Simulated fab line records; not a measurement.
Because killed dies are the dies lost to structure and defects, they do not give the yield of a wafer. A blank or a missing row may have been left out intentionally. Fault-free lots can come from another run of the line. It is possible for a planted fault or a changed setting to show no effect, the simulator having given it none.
fab line records | flow sky130
record lots=13 | wafers=37 | lastDay=50
route steps=708 shown VT_ADJUST_LVTN@103 SONOS_ONO@183 METAL1@435 VIA3@575 PAD_OPEN@708
lots with no fault: from the same line, run without faults
startH: start of the lot's first displayed wafer, in hours after the record's first day | waitH: time in hours since the lot's previous step | " same as the row above | L1.1+2: several wafers, shown together as one row | - value missing, or start not given | * or withheld: withheld | < > ~ a bound
route shown NAME@n: names a module that has steps shown in the file, with the first one's number in the route | usual: the fault-free wafers' mean and standard deviation | same: alike in all rows | chamber/n: place in a boat | sites: each site's reading | _std_site: their standard deviation | _edge_site: inner sites' mean taken away from outer sites' mean | radiusMm: how far each site lies from the wafer's centre | mask NAME#n: copy n | behind: the most recent tool/chamber to have shaped the wafer | hold: the reason the lot was held/the length of the hold in hours/how it ended | device: transistor that didn't switch, given as n, p or np | end of line: tests of these same wafers at the route's end | for a step that has no rows: nothing shown but its recipe | killed: dies that structure and defects cost at the first sort, which is not the same as the wafer's yield | map: per-die view of a wafer (x killed, . not killed, _ where there is no die)
set.NAME: the setting that was run; set.NAME@STEP: the one run at that earlier step | model.NAME: the simulator's own value behind a step, which no gauge read
a sample of lots followed through the steps of the route, with each step as a table and each wafer as a row
services: from which hour (startH, from the record's first day; less than 0 if before it) a tool's chamber was out of use, for how many hours, and why
## steps
# step SKY_VT_ADJUST_LVTN_DEVELOP_06
# recipe wallAngleDeg=90 | developer=TMAH | developTimeS=60 | devTempC=23
# usual developerTempC=23.01/0.12
lot.wafer | tool          | chamber | startH | waitH | developerTempC
L817.1    | lithoTrack-03 | 0       | 140    | -     | 22.96
L817.4    | "             | 0       | 141    | -     | 22.75
L817.5    | "             | 0       | "      | "     | 22.97
L818.2    | lithoTrack-02 | 0       | 149    | -     | 22.91
L818.3    | "             | 0       | "      | "     | 22.88
L818.5    | "             | 0       | "      | "     | 22.97
L819.2    | lithoTrack-03 | 0       | 157    | -     | 23.14
L819.3    | "             | 0       | "      | "     | 23.01
L819.4    | "             | 0       | "      | "     | 23.09
L820.1    | lithoTrack-04 | 0       | 165    | -     | 23.09
L820.3    | "             | 0       | "      | "     | 23.16
L820.5    | "             | 0       | "      | "     | 23.06
L821.2    | lithoTrack-03 | 0       | 168    | -     | 23.01
L821.5    | "             | 0       | "      | "     | 22.83
L821.6    | "             | 0       | "      | "     | 23.03
L822.4    | lithoTrack-03 | 0       | 176    | -     | 23.09
L822.5    | "             | 0       | "      | "     | 22.93
L822.6    | "             | 0       | "      | "     | 23.12
L824.1    | lithoTrack-04 | 0       | 188    | -     | 23.04
L824.4    | "             | 0       | "      | "     | 22.91
L824.5    | "             | 0       | "      | "     | 23.00
L831.5    | lithoTrack-04 | 0       | 231    | -     | 22.81
L831.6    | "             | 0       | "      | "     | 22.85
L832.2    | lithoTrack-04 | 0       | 236    | -     | 23.14
L832.5    | "             | 0       | 237    | -     | 22.99
L836.1    | lithoTrack-03 | 0       | 261    | -     | 23.14
L836.5    | "             | 0       | "      | "     | 22.96
L836.6    | "             | 0       | "      | "     | 23.16
L837.1    | lithoTrack-02 | 0       | 269    | -     | 23.07
L837.3    | "             | 0       | "      | "     | 22.92
L837.5    | "             | 0       | "      | "     | 22.90
L839.2    | lithoTrack-02 | 0       | 278    | -     | 23.16
L839.3    | "             | 0       | "      | "     | 23.22
L839.6    | "             | 0       | "      | "     | 23.08
L840.1    | lithoTrack-02 | 0       | 285    | -     | 23.01
L840.3    | "             | 0       | "      | "     | 22.96
L840.6    | "             | 0       | "      | "     | 22.84
# step SKY_VT_ADJUST_LVTN_OVL_MEAS_07
# usual VT_ADJUST_LVTN_OVL=-0.2/1.4
lot.wafer | tool       | chamber | startH | waitH | VT_ADJUST_LVTN_OVL[nm]
L817.1    | overlay-01 | -       | 141.14 | -     | -0.2
L817.4    | "          | -       | "      | "     | -0.2
L817.5    | "          | -       | "      | "     | -0.9
L818.2    | overlay-02 | -       | 149.62 | -     | -0.2
L818.3    | "          | -       | "      | "     | -0.4
L818.5    | "          | -       | "      | "     | -0.5
L819.2    | overlay-01 | -       | 157.14 | -     | -0.1
L819.3    | "          | -       | "      | "     | -2.0
L819.4    | "          | -       | "      | "     | -0.7
L820.1    | overlay-02 | -       | 165.82 | -     | 2.3
L820.3    | "          | -       | "      | "     | 1.9
L820.5    | "          | -       | "      | "     | 2.5
L821.2    | overlay-01 | -       | 168.14 | -     | -0.9
L821.5    | "          | -       | "      | "     | 0.0
L821.6    | "          | -       | "      | "     | 0.1
L822.4    | overlay-02 | -       | 176.86 | -     | 2.5
L822.5    | "          | -       | "      | "     | 0.6
L822.6    | "          | -       | "      | "     | 0.1
L824.1    | overlay-02 | -       | 188.17 | -     | 0.7
L824.4    | "          | -       | "      | "     | 0.3
L824.5    | "          | -       | "      | "     | 0.6
L831.5    | overlay-02 | -       | 231.85 | -     | -
L831.6    | "          | -       | "      | "     | -
L832.2    | overlay-01 | -       | 237.13 | -     | -0.6
L832.5    | "          | -       | "      | "     | -
L836.1    | overlay-01 | -       | 261.69 | -     | -1.8
L836.5    | "          | -       | "      | "     | -1.6
L836.6    | "          | -       | "      | "     | -0.3
L837.1    | overlay-01 | -       | 269.31 | -     | -1.8
L837.3    | "          | -       | "      | "     | -2.4
L837.5    | "          | -       | "      | "     | -1.6
L839.2    | overlay-01 | -       | 278.42 | -     | -0.9
L839.3    | "          | -       | "      | "     | -0.8
L839.6    | "          | -       | "      | "     | -0.8
L840.1    | overlay-01 | -       | 285.66 | -     | -0.7
L840.3    | "          | -       | "      | "     | -1.4
L840.6    | "          | -       | "      | "     | -1.2
# step SKY_SONOS_ONO_ETCH_15
# recipe targetDepthNm=19.52 | chemistry=CHF3/O2 | sourceW=600 | biasW=200 | pressureMtorr=40 | chf3FlowSccm=50 | O2_flow_sccm=5 | timeS=7.8
# usual drypumpMotorCurrentA=5.7/0.51 | oesProductAu=1.000/0.0093 | rfFwdPowerW=588/3.2 | throttleValvePct=8.824/0.0096
lot.wafer | tool       | chamber | startH | waitH | drypumpMotorCurrentA | oesProductAu | rfFwdPowerW | rfHoursCounterH | throttleValvePct
L817.1    | rieDiel-01 | 1       | 277.53 | 0.0   | 5.6                  | 0.998        | 587         | 12              | 8.831
L817.4    | "          | 0       | "      | "     | 4.8                  | 1.003        | 589         | -               | 8.826
L817.5    | "          | 2       | "      | "     | 6.5                  | 1.005        | 581         | -               | 8.829
L818.2    | rieDiel-02 | 0       | 287.33 | 0.0   | 5.5                  | 1.000        | 588         | 59              | 8.840
L818.3    | "          | 1       | "      | "     | 6.2                  | 0.998        | 595         | 45              | 8.818
L818.5    | "          | 3       | "      | "     | 5.9                  | 0.996        | 584         | -               | 8.827
L819.2    | rieDiel-02 | 3       | 301.43 | 0.0   | 5.9                  | 0.995        | 583         | 9               | 8.833
L819.3    | "          | 1       | "      | "     | 6.2                  | 0.994        | 592         | 45              | 8.835
L819.4    | "          | 0       | "      | "     | 5.5                  | 1.008        | 583         | 59              | 8.836
L820.1    | rieDiel-02 | 3       | 308.83 | 0.0   | 5.9                  | 0.994        | 586         | 9               | 8.822
L820.3    | "          | 2       | "      | "     | 5.2                  | 0.991        | 588         | 50              | 8.833
L820.5    | "          | 0       | "      | "     | 5.5                  | 1.001        | 582         | -               | 8.813
L821.2    | rieDiel-01 | 1       | 310.63 | 0.0   | 5.7                  | 0.993        | 587         | 12              | 8.817
L821.5    | "          | 0       | "      | "     | 4.8                  | 1.014        | 592         | -               | 8.834
L821.6    | "          | 2       | "      | "     | 6.5                  | 1.016        | 587         | -               | 8.818
L822.4    | rieDiel-01 | 3       | 319.12 | 0.0   | 5.9                  | 0.995        | 584         | 120             | 8.811
L822.5    | "          | 1       | "      | "     | 5.6                  | 0.999        | 586         | -               | 8.825
L822.6    | "          | 0       | "      | "     | 4.8                  | 1.013        | 590         | -               | 8.821
L824.1    | rieDiel-03 | 1       | 332.47 | 0.0   | 6.3                  | 1.000        | 591         | 50              | 8.815
L824.4    | "          | 2       | "      | "     | 5.5                  | 1.000        | 584         | 40              | 8.828
L824.5    | "          | 1       | "      | "     | 6.3                  | 0.998        | 589         | -               | 8.829
L831.5    | rieDiel-01 | 0       | 387.54 | 0.0   | 4.8                  | 1.015        | 591         | -               | 8.821
L831.6    | "          | 3       | "      | "     | 5.9                  | 0.985        | 587         | -               | 8.805
L832.2    | rieDiel-01 | 2       | 399.62 | 0.0   | 6.5                  | 1.001        | 585         | 63              | 8.820
L832.5    | "          | 2       | "      | "     | 6.5                  | 1.002        | 587         | -               | 8.832
L836.1    | rieDiel-01 | 2       | 428.48 | 0.0   | 6.4                  | 1.009        | 585         | 63              | 8.824
L836.5    | "          | 1       | "      | "     | 5.6                  | 0.992        | 590         | -               | 8.821
L836.6    | "          | 2       | "      | "     | 6.5                  | 1.006        | 588         | -               | 8.841
L837.1    | rieDiel-02 | 0       | 437.20 | 0.0   | 5.5                  | 0.992        | 584         | 62              | 8.815
L837.3    | "          | 2       | "      | "     | 5.2                  | 0.986        | 586         | 52              | 8.818
L837.5    | "          | 0       | "      | "     | 5.5                  | 1.004        | 587         | -               | 8.803
L839.2    | rieDiel-01 | 3       | 450.27 | 0.0   | 5.9                  | 0.991        | 587         | 2               | 8.832
L839.3    | "          | 2       | "      | "     | 6.5                  | 1.022        | 584         | 64              | 8.839
L839.6    | "          | 3       | "      | "     | 5.9                  | 0.998        | 586         | -               | 8.832
L840.1    | rieDiel-03 | 0       | 460.19 | 0.0   | 5.4                  | 1.000        | 587         | 12              | 8.813
L840.3    | "          | 1       | "      | "     | 6.3                  | 1.000        | 593         | 53              | 8.815
L840.6    | "          | 0       | "      | "     | 5.4                  | 1.004        | 590         | -               | 8.833
# step SKY_METAL1_SPUTTER_01
# recipe material=TiN | targetThkNm=20 | powerW=6500 | timeS=16.7 | chamberPressurePa=0.4
# usual throttleValvePct=29.9/1.2
lot.wafer | tool          | chamber | startH | waitH | throttleValvePct
L817.1    | pvdSputter-03 | -       | 734.18 | 0.0   | 31.0
L817.4    | "             | -       | "      | "     | 29.7
L817.5    | "             | -       | "      | "     | 30.1
L818.2    | pvdSputter-04 | -       | 747.35 | 0.0   | 31.8
L818.3    | "             | -       | "      | "     | 28.8
L818.5    | "             | -       | "      | "     | 28.0
L819.2    | pvdSputter-01 | -       | 759.58 | 0.0   | 30.1
L819.3    | "             | -       | "      | "     | 30.7
L819.4    | "             | -       | "      | "     | 30.9
L820.1    | pvdSputter-04 | -       | 767.45 | 0.0   | 28.5
L820.3    | "             | -       | "      | "     | 28.9
L820.5    | "             | -       | "      | "     | 28.4
L821.2    | pvdSputter-03 | -       | 770.31 | 0.0   | 30.3
L821.5    | "             | -       | "      | "     | 30.2
L821.6    | "             | -       | "      | "     | 30.7
L822.4    | pvdSputter-01 | -       | 774.45 | 0.0   | 30.8
L822.5    | "             | -       | "      | "     | 30.9
L822.6    | "             | -       | "      | "     | 30.4
L824.1    | pvdSputter-01 | -       | 788.66 | 0.0   | 29.2
L824.4    | "             | -       | "      | "     | 29.9
L824.5    | "             | -       | "      | "     | 29.4
L831.5    | pvdSputter-01 | -       | 841.90 | 0.0   | 30.2
L831.6    | "             | -       | "      | "     | 30.6
L832.2    | pvdSputter-03 | -       | 851.02 | 0.0   | 31.9
L832.5    | "             | -       | "      | "     | 29.5
L836.1    | pvdSputter-04 | -       | 872.10 | 0.0   | 28.3
L836.5    | "             | -       | "      | "     | 28.8
L836.6    | "             | -       | "      | "     | 31.8
L837.1    | pvdSputter-04 | -       | 879.82 | 0.0   | 31.8
L837.3    | "             | -       | "      | "     | 28.7
L837.5    | "             | -       | "      | "     | 28.9
L839.2    | pvdSputter-03 | -       | 889.06 | 0.0   | 30.7
L839.3    | "             | -       | "      | "     | 31.6
L839.6    | "             | -       | "      | "     | 30.0
L840.1    | pvdSputter-04 | -       | 901.09 | 0.0   | 28.5
L840.3    | "             | -       | "      | "     | 29.0
L840.6    | "             | -       | "      | "     | 28.9
# step SKY_VIA3_CMP_02
# recipe material=SiO2 | downForcePsi=4 | platenRpm=60 | padVelocityMS=0.94248
# usual headPressurePsi=4.000/0.0087 | motorCurrentA=12.0/1.7
lot.wafer | tool   | chamber | startH  | waitH | headPressurePsi | motorCurrentA
L817.1    | cmp-01 | 3       | 898.76  | 0.1   | 4.000           | 15.0
L817.4    | "      | 0       | "       | "     | 4.002           | 10.1
L817.5    | "      | 1       | "       | "     | 4.002           | 11.8
L818.2    | cmp-02 | 2       | 909.44  | 0.0   | 3.993           | 13.8
L818.3    | "      | 1       | "       | "     | 3.992           | 13.1
L818.5    | "      | 2       | "       | "     | 4.000           | 15.3
L819.3    | cmp-02 | 1       | 922.29  | 0.0   | 3.994           | 12.5
L819.4    | "      | 3       | "       | "     | 4.003           | 10.2
L819.2    | "      | 0       | "       | "     | 4.011           | 11.8
L820.1    | cmp-02 | 1       | 928.99  | 0.1   | 4.005           | 12.2
L820.3    | "      | 3       | "       | "     | 4.004           | 10.2
L820.5    | "      | 1       | "       | "     | 4.007           | 12.7
L822.4    | cmp-02 | 0       | 933.88  | 0.1   | 4.001           | 11.6
L822.5    | "      | 3       | "       | "     | 4.005           | 9.9
L822.6    | "      | 0       | "       | "     | 4.017           | 10.6
L821.2    | cmp-01 | 0       | 934.14  | 0.1   | 3.997           | 10.4
L821.5    | "      | 3       | "       | "     | 4.007           | 16.2
L821.6    | "      | 0       | "       | "     | 3.996           | 10.0
L824.1    | cmp-01 | 0       | 950.99  | 0.1   | 3.980           | 10.2
L824.4    | "      | 1       | "       | "     | 3.979           | 12.3
L824.5    | "      | 3       | "       | "     | 3.989           | 13.9
L831.5    | cmp-01 | 0       | 998.13  | 0.2   | 4.011           | 10.2
L831.6    | "      | 1       | "       | "     | 4.001           | 12.5
L832.2    | cmp-02 | 0       | 1006.53 | 0.1   | 4.000           | 11.2
L832.5    | "      | 0       | "       | "     | 4.012           | 11.9
L836.1    | cmp-02 | 1       | 1027.11 | 0.2   | 4.001           | 12.6
L836.6    | "      | 3       | "       | "     | 4.001           | 10.2
L836.5    | "      | 0       | "       | "     | 3.997           | 11.5
L837.1    | cmp-01 | 1       | 1032.56 | 0.1   | 4.005           | 12.2
L837.3    | "      | 3       | "       | "     | 3.990           | 14.9
L837.5    | "      | 1       | "       | "     | 3.991           | 12.3
L839.3    | cmp-02 | 3       | 1042.33 | 0.0   | 3.998           | 10.1
L839.2    | "      | 1       | "       | "     | 3.995           | 12.1
L839.6    | "      | 0       | "       | "     | 4.002           | 11.5
L840.1    | cmp-01 | 0       | 1053.66 | 0.1   | 3.998           | 9.7
L840.3    | "      | 3       | "       | "     | 3.992           | 15.3
L840.6    | "      | 1       | "       | "     | 3.990           | 12.4
# step SKY_PAD_OPEN_PROBE_99
# usual killed_at_M0_to_M3=43/7.3 | killed_at_M4_up=3.2/1.8 | killedAtContacts=24/5.8 | killedAtFrontEnd=16/4.5 | killedAtOther=0.3/0.53 | killedDies=87/9.9 | killedOnRim=17/3.8 | killedOpen=48/6.8 | killedShort=39/6.9
# same grossDies=492 | killedAtBackSide=0
lot.wafer | tool      | chamber | startH  | waitH | killed_at_M0_to_M3 | killed_at_M4_up | killedAtContacts | killedAtFrontEnd | killedAtOther | killedDies | killedOnRim | killedOpen | killedShort
L831.5    | prober-01 | -       | 1153.67 | 0.2   | 39                 | 3               | 18               | 432              | 0             | 492        | 96          | 39         | 33
L831.6    | prober-01 | -       | 1153.72 | 0.2   | 40                 | 2               | 35               | 415              | 0             | 492        | 96          | 52         | 42
L832.2    | prober-02 | -       | 1158.31 | 0.1   | 50                 | 3               | 19               | 13               | 0             | 85         | 20          | 50         | 35
L832.5    | prober-02 | -       | 1158.46 | 0.2   | 35                 | 4               | 18               | 435              | 0             | 492        | 96          | 37         | 30
L837.5    | prober-01 | -       | 1177.26 | 0.2   | 34                 | 5               | 27               | 19               | 0             | 85         | 20          | 50         | 35
# killed by level:class
L831.5 VT_ADJUST_LVTN:areaDevelop=420 VIA3:geometricParticle:open=9 CONTACT:geometricParticle:open=7 METAL1:geometricParticle:short=6 VIA1:geometricParticle:open=5 VIA2:geometricParticle:open=5 VIA1:geometricParticle:short=4 METAL2:geometricParticle:short=4
L831.6 VT_ADJUST_LVTN:areaDevelop=398 LI_CONTACT:geometricParticle:open=15 FIELD_ISO:geometricParticle:short=7 VIA1:geometricParticle:open=7 LOCAL_INTERCONNECT:geometricParticle:short=6 CONTACT:geometricParticle:open=6 VIA2:geometricParticle:short=6 FIELD_ISO:geometricParticle:open=5
L832.2 VIA1:geometricParticle:open=11 VIA2:geometricParticle:open=9 CONTACT:geometricParticle:open=8 VIA3:geometricParticle:open=7 FIELD_ISO:geometricParticle:open=6 CONTACT:geometricParticle:short=6 FIELD_ISO:geometricParticle:short=5 METAL1:geometricParticle:short=5
L832.5 VT_ADJUST_LVTN:areaDevelop=425 VIA1:geometricParticle:open=9 CONTACT:geometricParticle:open=6 POLY_GATE:geometricParticle:open=5 FIELD_ISO:geometricParticle:open=4 VIA2:geometricParticle:short=4 LOCAL_INTERCONNECT:geometricParticle:short=4 CONTACT:geometricParticle:short=4
L837.5 VIA2:geometricParticle:open=9 LOCAL_INTERCONNECT:geometricParticle:short=8 CONTACT:geometricParticle:open=8 VIA3:geometricParticle:open=7 POLY_GATE:geometricParticle:open=6 LI_CONTACT:geometricParticle:open=6 SPACER:geometricParticle:open=4 CONTACT:geometricParticle:short=4
## services
tool       | chamber | startH  | hours | kind
cmp-02     | -       | 179.62  | 5.5   | repair
rieDiel-01 | 3       | 208.41  | 104.1 | repair
rieDiel-01 | -       | 225.55  | 15.6  | pm
cmp-02     | -       | 233.73  | 0.2   | repair
cmp-02     | -       | 333.22  | 1.4   | repair
cmp-02     | -       | 351.67  | 9.3   | pm
cmp-02     | -       | 372.15  | 0.8   | repair
rieDiel-01 | 2       | 390.61  | 2.7   | repair
cmp-02     | -       | 404.09  | 4.0   | pm
rieDiel-01 | 0       | 478.15  | 12.2  | repair
cmp-02     | -       | 481.65  | 0.7   | repair
cmp-02     | -       | 525.13  | 5.6   | repair
cmp-02     | -       | 559.67  | 1.8   | repair
cmp-02     | -       | 621.62  | 0.4   | repair
cmp-02     | -       | 672.40  | 4.3   | repair
cmp-02     | -       | 713.04  | 6.6   | pm
cmp-02     | -       | 719.64  | 3.6   | pm
cmp-02     | -       | 726.72  | 1.1   | repair
cmp-02     | -       | 729.26  | 1.3   | repair
cmp-02     | -       | 741.19  | 2.8   | repair
cmp-02     | -       | 744.09  | 4.0   | pm
cmp-02     | -       | 982.27  | 5.7   | repair
cmp-02     | -       | 985.78  | 0.9   | repair
cmp-02     | -       | 1028.72 | 1.2   | repair
## key
firstSign step=SKY_VT_ADJUST_LVTN_OVL_MEAS_07 | reading=VT_ADJUST_LVTN_OVL | direction=missing
effect step=SKY_PAD_OPEN_PROBE_99 | reading=killedAtFrontEnd | direction=up | sigmas=91 | usual=16 | struck=427
moreKillsBornAt SKY_VT_ADJUST_LVTN_DEVELOP_06@lithoTrack-04=1243
metAt SKY_VT_ADJUST_LVTN_DEVELOP_06
struckLots L831,L832
struckWafers L831.5,L831.6,L832.5
testerLeftOut L831,L832
notActingAt SKY_SONOS_ONO_ETCH_15,SKY_METAL1_SPUTTER_01,SKY_VIA3_CMP_02
onsetBetween 188 231
fault kind=processParameterDrift | tool=lithoTrack-04 | chamber=- | onsetH=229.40 | steps=SKY_VT_ADJUST_LVTN_DEVELOP_06 | channel=developTimeS | offset=* | shape=step | endH=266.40 | scope=struckWafersOnly | actsIn=* | stated=*
# testerLeftOut: of these lots the tester's yield and bins aren't shown, on N5 and GAA mostly nor the transistor test; their killed dies are dies lost to structure and defects alone, not to doping, threshold or leakage, so they don't give the yield
